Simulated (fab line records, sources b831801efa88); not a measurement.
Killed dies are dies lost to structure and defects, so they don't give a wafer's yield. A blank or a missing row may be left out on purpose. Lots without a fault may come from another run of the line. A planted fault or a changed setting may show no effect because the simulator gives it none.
A struck lot beside a sound one | flow gf180mcu | 37 steps out of a route of 602
Sound: wafers L567.1, L567.2, L567.6. Struck: wafers L582.1, L582.4, L582.6. The cause comes at the end.
At each step with rows: each side's tool, then ch and its chambers, then its first start. Under that, the readings that differ: sound wafers | struck wafers | difference of the means | sigmas: that difference in standard deviations of wafers without a fault.
alike: readings whose means differ by less than 2 such deviations, and words and numbers that are the same on both sides. not compared: withheld readings, readings that some wafer has no value for, bounds like >300 that may hide the same value, and numbers for which the record gives no deviation and whose values overlap.
The two part at a step that has a row with sigmas, a row that says differs or no value, or rows on one side only. Numbers that don't overlap but have no deviation are shown without sigmas and don't part them. A reading that every wafer of one side lacks parts them only if that side has two wafers or more.

first, 2 steps without rows for these wafers: GF_M1_PEB_12 (peb time 90 s); GF_M1_DEVELOP_13 (develop time 60 s).
GF_M1_CD_MEAS_14: target cd 230 nm.
  sound on cd_sem-02, day 17 04:23; struck on cd_sem-01, day 22 12:01
  alike: cd_nm
GF_M1_OVL_MEAS_15:
  sound on overlay-01, day 17 04:30; struck on overlay-02, day 22 12:08
  alike: M1_OVL
GF_M1_METAL_ETCH_16: etches the open film in Cl2/BCl3, stops on SiO2, target depth 750.8 nm, time 125.1 s.
  sound on rie_metal-01 ch 0,1, day 17 04:32; struck on rie_metal-03 ch 0,1, day 22 12:11
  alike: chamber_pressure_mTorr, drypump_motor_current_A, oes_product_au, throttle_valve_pct
  not compared: rf_hours_counter_h
GF_M1_STRIP_17: strips in O2/N2.
  sound on plasma_asher-04 ch 0,1, day 17 04:40; struck on plasma_asher-03 ch 0,1, day 22 12:19
  alike: chamber_pressure_mTorr, drypump_motor_current_A, heater_power_w, oes_product_au, strip_time_to_endpoint_s
  not compared: rf_hours_counter_h
then, 3 steps without rows for these wafers: GF_M1_STRIP_18 (strips in post etch residue remover, time 1200 s); GF_M1_CLEAN_19 (cleans in DIW); GF_V1_CVD_00 (deposits SiO2, target thk 600 nm, time 100 s).
GF_V1_THK_MEAS_01:
  sound on film_metro-03, day 17 05:16; struck on film_metro-02, day 22 12:55
  alike: V1_CVD_00_THK
GF_V1_CVD_02: deposits SiO2 from TEOS, target thk 850 nm, time 94.851 s.
  sound on pecvd-03 ch 0,1, day 17 05:20; struck on pecvd-01 ch 0,1, day 22 12:59
  alike: heater_power_w
GF_V1_THK_MEAS_03:
  sound on film_metro-04, day 17 05:24; struck on film_metro-02, day 22 13:02
  alike: V1_CVD_02_THK
GF_V1_CMP_04: polishes SiO2.
  sound on cmp-02 ch 1,3, day 17 05:35; struck on cmp-02 ch 0,2,3, day 22 13:12
  reading                             | sound             | struck            | difference | sigmas
  time_to_endpoint_s (s)              | 82 82 83          | 103 112 110       | +26        | +5
  model.SiO2_of_V1_CVD_02.thk_nm (nm) | 630.9 630.7 630.3 | 706.2 711.5 711.5 | +79.1      |
  alike: edge_zone_pressure_frac, motor_current_A
GF_V1_BOW_MEAS_05:
  sound on film_metro-03, day 17 05:50; struck on film_metro-02, day 22 13:24
  alike: V1_BOW
then, 8 steps without rows for these wafers: GF_V1_DEHYDRATE_06 (time 60 s); GF_V1_HMDS_07 (prime time 60 s); GF_V1_COAT_08; GF_V1_COAT_09 (resist thk 1000 nm); GF_V1_SOFTBAKE_10 (time 60 s); GF_V1_EXPOSE_11 (exposes mask Via1, target cd 260 nm); GF_V1_PEB_12 (peb time 90 s); GF_V1_DEVELOP_13 (develop time 60 s).
GF_V1_CD_MEAS_14: target cd 260 nm.
  sound on cd_sem-02, day 18 04:35; struck on cd_sem-01, day 23 11:42
  alike: cd_nm
GF_V1_OVL_MEAS_15:
  sound on overlay-01, day 18 04:42; struck on overlay-02, day 23 11:49
  alike: V1_OVL
then, 1 step without rows for these wafers: GF_V1_ETCH_16 (etches BARC in N2/H2).
GF_V1_ETCH_17: etches SiO2 in C4F8/O2/Ar, stops on TiN, target depth 630 nm.
  sound on rie_diel-02 ch 2,3; struck on rie_diel-02 ch 0,1
  reading                        | sound             | struck            | difference | sigmas
  oes_product_au (a.u.)          | 0.849 0.849 0.858 | 0.906 0.919 0.913 | +0.061     | +13
  model.V1.feature_depth_nm (nm) | 630.9 630.7 630.3 | 706.2 711.5 711.5 | +79.1      |
  model.etch.depth_nm (nm)       | 630.9 630.7 630.3 | 706.2 711.5 711.5 | +79.1      |
  alike: chamber_pressure_mTorr
then, 3 steps without rows for these wafers: GF_V1_STRIP_18 (strips in O2/N2); GF_V1_STRIP_19 (strips in post etch residue remover, time 1200 s); GF_V1_CLEAN_20 (cleans in DIW).
GF_V1_SPUTTER_21: material Ti, target thk 15 nm, time 80.02 s.
  sound on pvd_sputter-04, day 18 05:23; struck on pvd_sputter-01, day 23 12:32
  alike: throttle_valve_pct
then, 1 step without rows for these wafers: GF_V1_SPUTTER_22 (material TiN, target thk 10 nm, time 40 s).
GF_V1_CVD_23: deposits W, target thk 350 nm, time 105.05 s.
  sound on cvd_w-02 ch 0,1, day 18 05:29; struck on cvd_w-02 ch 0,1, day 23 12:38
  alike: heater_power_w
GF_V1_RS_MEAS_24: measures by four-point-probe.
  sound on film_metro-02, day 18 05:37; struck on film_metro-04, day 23 12:44
  alike: V1_W_RS
GF_V1_THK_MEAS_25: measures by xrf.
  sound on film_metro-02, day 18 05:44; struck on film_metro-04, day 23 12:52
  alike: V1_W_THK
GF_V1_CMP_26: polishes, stops on SiO2, t overpolish 15 s, target thk 0 nm.
  sound on cmp-01 ch 2,3, day 18 05:50; struck on cmp-02 ch 0,1,3, day 23 12:55
  reading                             | sound             | struck            | difference | sigmas
  model.SiO2_of_V1_CVD_02.thk_nm (nm) | 627.1 626.9 626.5 | 702.4 707.8 707.7 | +79.1      |
  alike: edge_zone_pressure_frac, motor_current_A
then, 1 step without rows for these wafers: GF_M2_SPUTTER_00 (material Ti, target thk 37.5 nm, time 150 s).
-- the record jumps here: 10 days lie between the struck wafers' starts before and after (it left off in module M2 and takes up again in module PASSIVATION, whose first step shown is number 602 of the route) --
GF_PASSIVATION_PROBE_99:
  the record has rows for the struck wafers here (prober-01, day 33 01:58) and none for the sound ones

WHERE THEY PART
First at GF_V1_CMP_04; last, within this record, at GF_PASSIVATION_PROBE_99.

WHY: what the simulator had put in
Process parameter drift: cmp-02, from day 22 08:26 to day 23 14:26, at GF_V1_CMP_04. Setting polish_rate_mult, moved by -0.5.
